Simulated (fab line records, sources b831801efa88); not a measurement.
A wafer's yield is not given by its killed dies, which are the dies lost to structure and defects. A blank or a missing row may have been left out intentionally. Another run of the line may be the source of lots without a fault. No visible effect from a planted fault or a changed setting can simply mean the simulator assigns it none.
fab line records	flow sky130
record: lots: 10	wafers: 30	last-day: 51
route steps=708 shown SD_N@349 CONTACT@425 CAPM@550 METAL3@567 CAP2M@607
lots that met no fault: from a run of the same line without faults
start-h: hours from the record's first day to the start of the lot's first wafer shown	wait-h: hours since the lot's step before	" unchanged from the row above	L1.1+2: a single row standing in for several wafers	- value missing, or start not given	* or withheld: withheld	< > ~ a bound
route shown NAME@n: a module of which the file shows steps, and the number in the route of the first	usual: mean/standard deviation of fault-free wafers	same: alike in all rows	chamber/n: place in a boat	sites: each site's reading	_std_site: standard deviation of those values	_edge_site: outer sites' mean less inner sites'	radius-mm: for every site, how far away it sits from the centre of the wafer	mask NAME#n: copy n	behind: the most recent tool/chamber to have shaped the wafer	hold: what put the lot on hold/how long, in hours/how the hold closed	device: the transistor (n, p or np) that didn't switch	end of line: the route-end tests of the same wafers	for a step that has no rows: nothing shown but its recipe	killed: the dies lost at the first sort to structure and to defects; this is not the yield of the wafer	map: a wafer's dies, marking killed ones x, the rest . and places with no die _
set.NAME: the setting as run; set.NAME@STEP: as run at that earlier step	model.NAME: the simulator's own value behind a step, which no gauge read
the route's steps for a sample of lots (tables are steps, rows are wafers)
services: a tool's chamber out of use, with start hour (start-h, from the record's first day; less than 0 if before it), hours out, and reason
== steps ==
step: SKY_SD_N_CD_MEAS_07
recipe: target-cd-nm: 380
usual: cd-nm: 379.6/2.7
lot.wafer	tool	chamber	start-h	wait-h	cd-nm
L682.2	cd-sem-01	-	679.03	0.1	381.2
L682.5	"	-	"	"	380.0
L682.6	"	-	"	"	381.1
L683.2	cd-sem-02	-	688.28	0.1	380.3
L683.5	"	-	"	"	378.7
L683.6	"	-	"	"	378.4
L686.2	cd-sem-02	-	721.78	0.1	377.0
L686.4	"	-	"	"	373.1
L686.6	"	-	"	"	372.9
L687.1	cd-sem-02	-	728.21	0.1	379.7
L687.3	"	-	"	"	378.2
L687.5	"	-	"	"	380.6
L688.1	cd-sem-02	-	738.12	0.1	376.6
L688.5	"	-	"	"	376.5
L688.6	"	-	"	"	376.6
L689.1	cd-sem-01	-	743.89	0.2	380.2
L689.5	"	-	"	"	381.4
L689.6	"	-	"	"	381.1
L690.1	cd-sem-01	-	753.71	0.1	386.0
L690.4	"	-	"	"	384.2
L690.5	"	-	"	"	384.9
L699.1	cd-sem-01	-	832.06	0.1	379.2
L699.4	"	-	"	"	379.3
L699.5	"	-	"	"	379.8
L700.1	cd-sem-01	-	832.71	0.1	382.8
L700.3	"	-	"	"	382.1
L700.6	"	-	"	"	382.1
L701.4	cd-sem-02	-	843.33	0.1	384.7
L701.5	"	-	"	"	384.6
L701.6	"	-	"	"	383.1
step: SKY_CONTACT_STRIP_19
recipe: chemistry: O2/N2	power-w: 1400	pressure-mtorr: 1500	platen-temp-c: withheld	o2-flow-sccm: 3000	n2-flow-sccm: 300	overash-fraction: 0.5
usual: drypump-motor-current-A: 5.19/0.17	oes-product-au: 0.380/0.0044	strip-time-to-endpoint-s: 3.60/0.038
lot.wafer	tool	chamber	start-h	wait-h	drypump-motor-current-A	oes-product-au	rf-hours-counter-h	strip-time-to-endpoint-s
L682.2	plasma-asher-03	0	768.56	-	5.39	0.374	32	3.56
L682.5	"	0	"	"	5.39	0.373	-	3.60
L682.6	"	1	"	"	5.18	0.372	-	3.57
L683.2	plasma-asher-04	1	777.55	-	5.19	0.381	3	3.57
L683.5	"	1	"	"	5.18	0.378	-	3.59
L683.6	"	0	"	"	4.93	0.379	-	3.57
L686.2	plasma-asher-04	1	808.20	-	5.19	0.386	7	3.62
L686.4	"	1	"	"	5.20	0.382	-	3.60
L686.6	"	0	"	"	4.96	0.386	-	3.60
L687.1	plasma-asher-03	1	814.41	-	5.18	0.383	36	3.67
L687.3	"	0	"	"	5.41	0.384	-	3.60
L687.5	"	1	"	"	5.18	0.382	-	3.67
L688.1	plasma-asher-03	0	825.20	-	5.40	0.381	37	3.57
L688.5	"	1	"	"	5.18	0.388	-	3.56
L688.6	"	0	"	"	5.40	0.378	-	3.63
L689.1	plasma-asher-03	1	829.90	-	5.18	0.378	37	3.59
L689.5	"	0	"	"	5.41	0.379	-	3.68
L689.6	"	1	"	"	5.17	0.381	-	3.58
L690.1	plasma-asher-02	0	839.65	-	5.06	0.381	100	3.59
L690.4	"	0	"	"	5.08	0.380	-	3.57
L690.5	"	1	"	"	5.39	0.374	-	3.60
L699.1	plasma-asher-04	0	915.20	-	4.92	0.377	18	3.55
L699.4	"	1	"	"	5.19	0.373	-	3.63
L699.5	"	0	"	"	4.93	0.380	-	3.54
L700.1	plasma-asher-03	0	917.60	-	5.40	0.386	46	3.68
L700.3	"	1	"	"	5.18	0.373	-	3.62
L700.6	"	1	"	"	5.19	0.379	-	3.71
L701.4	plasma-asher-04	1	926.28	-	5.20	0.376	-	3.57
L701.5	"	0	"	"	4.90	0.378	-	3.59
L701.6	"	1	"	"	5.18	0.384	-	3.58
step: SKY_CAPM_METAL_ETCH_13
recipe: target-depth-nm: 220	stop-on: SiO2	chemistry: Cl2/BCl3	target: TiN	pressure-mtorr: 10	icp-w: 900	bias-w: 48.5	Cl2_flow_sccm: 60	bcl3-flow-sccm: 30	time-s: 62.9
usual: drypump-motor-current-A: 5.68/0.28	mfc-cl2-sccm: 60.04/0.16	oes-product-au: 0.945/0.007	run-length-s: 91.0/0.32	throttle-valve-pct: 21.899/0.0098
lot.wafer	tool	chamber	start-h	wait-h	drypump-motor-current-A	mfc-cl2-sccm	oes-product-au	rf-hours-counter-h	run-length-s	throttle-valve-pct
L682.2	rie-metal-01	0	910.26	0.0	5.70	60.20	0.942	10	90.6	21.913
L682.5	"	0	"	"	5.73	60.24	0.937	-	90.7	21.898
L682.6	"	1	"	"	5.85	60.20	0.935	-	91.1	21.903
L683.2	rie-metal-02	0	916.60	0.0	6.01	60.01	0.943	15	91.5	21.914
L683.5	"	0	"	"	6.04	59.92	0.949	-	91.3	21.894
L683.6	"	1	"	"	5.45	59.82	0.956	-	91.2	21.878
L686.2	rie-metal-02	0	946.30	0.0	6.07	60.15	0.950	17	91.0	21.891
L686.4	"	1	"	"	5.46	59.62	0.948	-	90.8	21.905
L686.6	"	1	"	"	5.48	60.00	0.941	-	90.8	21.898
L687.1	rie-metal-02	0	953.95	0.0	6.06	59.86	0.930	17	91.1	21.893
L687.3	"	1	"	"	5.47	59.96	0.934	-	91.0	21.898
L687.5	"	0	"	"	6.06	59.61	0.940	-	91.4	21.891
L688.1	rie-metal-02	1	964.00	0.0	5.45	59.91	0.948	15	90.9	21.904
L688.5	"	0	"	"	6.07	60.02	0.944	-	91.1	21.890
L688.6	"	1	"	"	5.48	59.98	0.942	-	90.9	21.878
L689.1	rie-metal-02	0	966.16	0.0	6.08	59.90	0.947	18	91.0	21.902
L689.5	"	0	"	"	6.10	60.27	0.878	-	98.7	21.944
L689.6	"	1	"	"	5.47	59.98	0.955	-	90.9	21.880
L690.1	rie-metal-02	0	976.45	0.0	6.02	59.75	0.939	18	91.1	21.900
L690.4	"	1	"	"	5.46	60.08	0.871	-	98.5	21.944
L690.5	"	1	"	"	5.47	60.17	0.886	-	98.4	21.931
L699.1	rie-metal-04	1	1043.61	0.0	5.20	60.29	0.946	15	91.2	21.898
L699.4	"	0	"	"	5.46	59.91	0.957	-	91.3	21.883
L699.5	"	1	"	"	5.18	60.31	0.952	-	90.7	21.904
L700.1	rie-metal-02	1	1045.15	0.0	5.46	60.11	0.946	19	91.1	21.902
L700.3	"	1	"	"	5.45	60.37	0.936	-	90.8	21.915
L700.6	"	1	"	"	5.46	60.01	0.948	-	91.3	21.902
L701.4	rie-metal-04	0	1052.33	0.0	5.45	60.01	0.940	-	90.9	21.905
L701.5	"	1	"	"	5.22	59.92	0.946	-	91.3	21.893
L701.6	"	0	"	"	5.46	60.08	0.961	-	91.3	21.910
step: SKY_CAPM_STRIP_14
recipe: chemistry: O2/N2	power-w: 1400	pressure-mtorr: 1500	platen-temp-c: withheld	o2-flow-sccm: 3000	n2-flow-sccm: 300	overash-fraction: 0.5
usual: drypump-motor-current-A: 5.2/0.42	oes-product-au: 0.710/0.0045	strip-time-to-endpoint-s: 12.65/0.052
lot.wafer	tool	chamber	start-h	wait-h	drypump-motor-current-A	oes-product-au	rf-hours-counter-h	strip-time-to-endpoint-s
L682.2	plasma-asher-01	0	910.33	0.1	5.9	0.717	77	12.57
L682.5	"	1	"	"	4.7	0.711	-	12.58
L682.6	"	0	"	"	5.9	0.709	-	12.61
L683.2	plasma-asher-03	1	916.68	0.1	5.2	0.706	46	12.59
L683.5	"	1	"	"	5.2	0.706	-	12.60
L683.6	"	0	"	"	5.4	0.709	-	12.66
L686.2	plasma-asher-03	1	946.38	0.1	5.2	0.709	49	12.69
L686.4	"	1	"	"	5.2	0.710	-	12.70
L686.6	"	1	"	"	5.2	0.713	-	12.75
L687.1	plasma-asher-01	0	954.02	0.1	5.9	0.706	82	12.70
L687.3	"	0	"	"	5.9	0.709	-	12.66
L687.5	"	1	"	"	4.6	0.709	-	12.70
L688.1	plasma-asher-04	1	964.08	0.1	5.2	0.716	22	12.73
L688.5	"	0	"	"	4.9	0.707	-	12.67
L688.6	"	1	"	"	5.2	0.720	-	12.72
L689.1	plasma-asher-01	1	966.23	0.1	4.6	0.709	83	12.70
L689.5	"	1	"	"	4.6	0.712	-	12.48
L689.6	"	0	"	"	5.9	0.709	-	12.73
L690.1	plasma-asher-04	0	976.53	0.1	4.9	0.706	24	12.67
L690.4	"	0	"	"	4.9	0.715	-	12.41
L690.5	"	0	"	"	4.9	0.711	-	12.46
L699.1	plasma-asher-04	0	1043.68	0.1	4.9	0.707	30	12.73
L699.4	"	0	"	"	4.9	0.701	-	12.62
L699.5	"	0	"	"	4.9	0.716	-	12.65
L700.1	plasma-asher-03	0	1045.30	0.1	5.4	0.709	59	12.69
L700.3	"	0	"	"	5.4	0.712	-	12.64
L700.6	"	0	"	"	5.4	0.708	-	12.65
L701.4	plasma-asher-04	0	1052.42	0.1	5.0	0.711	-	12.66
L701.5	"	1	"	"	5.2	0.711	-	12.67
L701.6	"	0	"	"	4.9	0.717	-	12.62
step: SKY_METAL3_ETCH_17
recipe: target: SiO2	stop-on: TiN	chemistry: C4F8/O2/Ar	source-w: 1500	bias-w: 1200	pressure-mtorr: 40	c4f8-flow-sccm: withheld	O2_flow_sccm: 6	Ar_flow_sccm: 300	time-s: 3.9	target-depth-a: 150
usual: oes-product-au: 0.757/0.0075
lot.wafer	tool	chamber	start-h	wait-h	oes-product-au	rf-hours-counter-h
L682.2	rie-diel-04	2	937.05	0.1	0.767	18
L682.5	"	2	"	"	0.767	-
L682.6	"	1	"	"	0.767	-
L683.2	rie-diel-01	1	942.80	0.1	0.749	9
L683.5	"	1	"	"	0.767	-
L683.6	"	0	"	"	0.758	-
L686.2	rie-diel-03	2	972.00	0.1	0.752	22
L686.4	"	1	"	"	0.765	7
L686.6	"	0	"	"	0.755	-
L687.1	rie-diel-03	3	979.90	0.1	0.752	1
L687.3	"	0	"	"	0.765	3
L687.5	"	0	"	"	0.765	-
L688.1	rie-diel-03	3	990.11	0.1	0.754	1
L688.5	"	0	"	"	0.760	-
L688.6	"	1	"	"	0.754	-
L689.1	rie-diel-04	0	991.67	0.1	0.768	6
L689.5	"	0	"	"	0.707	-
L689.6	"	1	"	"	0.753	-
L690.1	rie-diel-04	0	1001.55	0.1	0.772	6
L690.4	"	2	"	"	0.698	20
L690.5	"	3	"	"	0.693	-
L699.1	rie-diel-03	1	1068.95	0.1	0.752	10
L699.4	"	1	"	"	0.763	-
L699.5	"	2	"	"	0.747	-
L700.1	rie-diel-04	1	1069.10	0.1	0.732	13
L700.3	"	2	"	"	0.759	22
L700.6	"	2	"	"	0.762	-
L701.4	rie-diel-01	1	1074.00	0.0	0.758	13
L701.5	"	2	"	"	0.761	-
L701.6	"	1	"	"	0.759	-
step: SKY_CAP2M_THK_MEAS_04
recipe: thk-meas-gauge: xrf	reads: TiN_of_CAP2M_SPUTTER_02
usual: CAP2M_TIN_THK: 199.6/2.3
lot.wafer	tool	chamber	start-h	wait-h	CAP2M_TIN_THK[nm]
L682.2	film-metro-01	-	965.61	0.1	203.3
L682.5	"	-	"	"	200.9
L682.6	"	-	"	"	205.0
L683.2	film-metro-02	-	970.99	0.1	197.7
L683.5	"	-	"	"	198.9
L683.6	"	-	"	"	198.9
L686.2	film-metro-02	-	999.43	0.1	199.3
L686.4	"	-	"	"	199.3
L686.6	"	-	"	"	199.9
L687.1	film-metro-03	-	1006.59	0.1	199.1
L687.3	"	-	"	"	196.8
L687.5	"	-	"	"	197.2
L688.1	film-metro-01	-	1017.49	0.1	201.6
L688.5	"	-	"	"	202.5
L688.6	"	-	"	"	202.3
L689.1	film-metro-02	-	1018.52	0.1	198.3
L689.5	"	-	"	"	198.2
L689.6	"	-	"	"	199.1
L690.1	film-metro-03	-	1028.25	0.1	198.1
L690.4	"	-	"	"	199.1
L690.5	"	-	"	"	196.9
L699.1	film-metro-03	-	1094.28	0.1	198.5
L699.4	"	-	"	"	197.3
L699.5	"	-	"	"	198.2
L700.1	film-metro-03	-	1094.88	0.1	199.7
L700.3	"	-	"	"	198.7
L700.6	"	-	"	"	195.9
L701.4	film-metro-01	-	1099.42	0.1	202.4
L701.5	"	-	"	"	202.7
L701.6	"	-	"	"	204.6
== services ==
tool	chamber	start-h	hours	kind
rie-metal-04	0	749.16	14.2	repair
rie-diel-01	3	770.21	16.2	repair
rie-diel-01	2	780.17	17.8	repair
plasma-asher-03	-	788.75	2.1	repair
plasma-asher-03	-	790.91	9.2	repair
rie-diel-03	2	796.38	4.5	repair
plasma-asher-01	-	805.76	2.8	pm
rie-diel-04	-	825.39	0.6	repair
rie-diel-04	1	829.96	9.1	repair
plasma-asher-01	-	833.46	3.6	repair
rie-diel-03	-	835.09	0.1	repair
rie-metal-04	-	842.63	0.7	repair
rie-metal-02	-	856.83	0.1	repair
rie-diel-04	3	875.23	5.5	repair
rie-metal-04	0	882.02	5.4	repair
rie-diel-03	0	919.86	11.3	repair
rie-diel-03	1	925.90	2.8	repair
rie-diel-04	1	967.04	4.1	repair
rie-metal-02	0	969.93	1.9	repair
rie-diel-04	-	971.53	2.8	pm
rie-diel-04	1	1024.82	17.9	repair
rie-diel-04	3	1034.18	5.4	repair
rie-diel-03	2	1039.15	12.6	repair
rie-diel-03	3	1068.70	7.0	repair
== key ==
first-sign: step: SKY_CAPM_METAL_ETCH_13	reading: run-length-s	direction: up	sigmas: 23	usual: *	struck: *
effect: step: SKY_CAPM_METAL_ETCH_13	reading: oes-product-au	direction: down	sigmas: 9.6	usual: 0.945	struck: 0.878
effect: step: SKY_CAPM_STRIP_14	reading: strip-time-to-endpoint-s	direction: down	sigmas: 3.9	usual: *	struck: *
effect: step: SKY_METAL3_ETCH_17	reading: oes-product-au	direction: down	sigmas: 7.7	usual: 0.757	struck: 0.699
met-at SKY_CAPM_METAL_ETCH_13
struck-lots L689,L690
struck-wafers L689.5,L690.4,L690.5
not-acting-at SKY_SD_N_CD_MEAS_07,SKY_CONTACT_STRIP_19,SKY_CAP2M_THK_MEAS_04
onset-between 964.00 966.16
fault: kind: process-parameter-drift	tool: rie-metal-02	chamber: -	onset-h: 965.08	steps: SKY_CAPM_METAL_ETCH_13	channel: time-s	offset: *	shape: step	end-h: 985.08	scope: struck-wafers-only	acts-in: *	stated: *
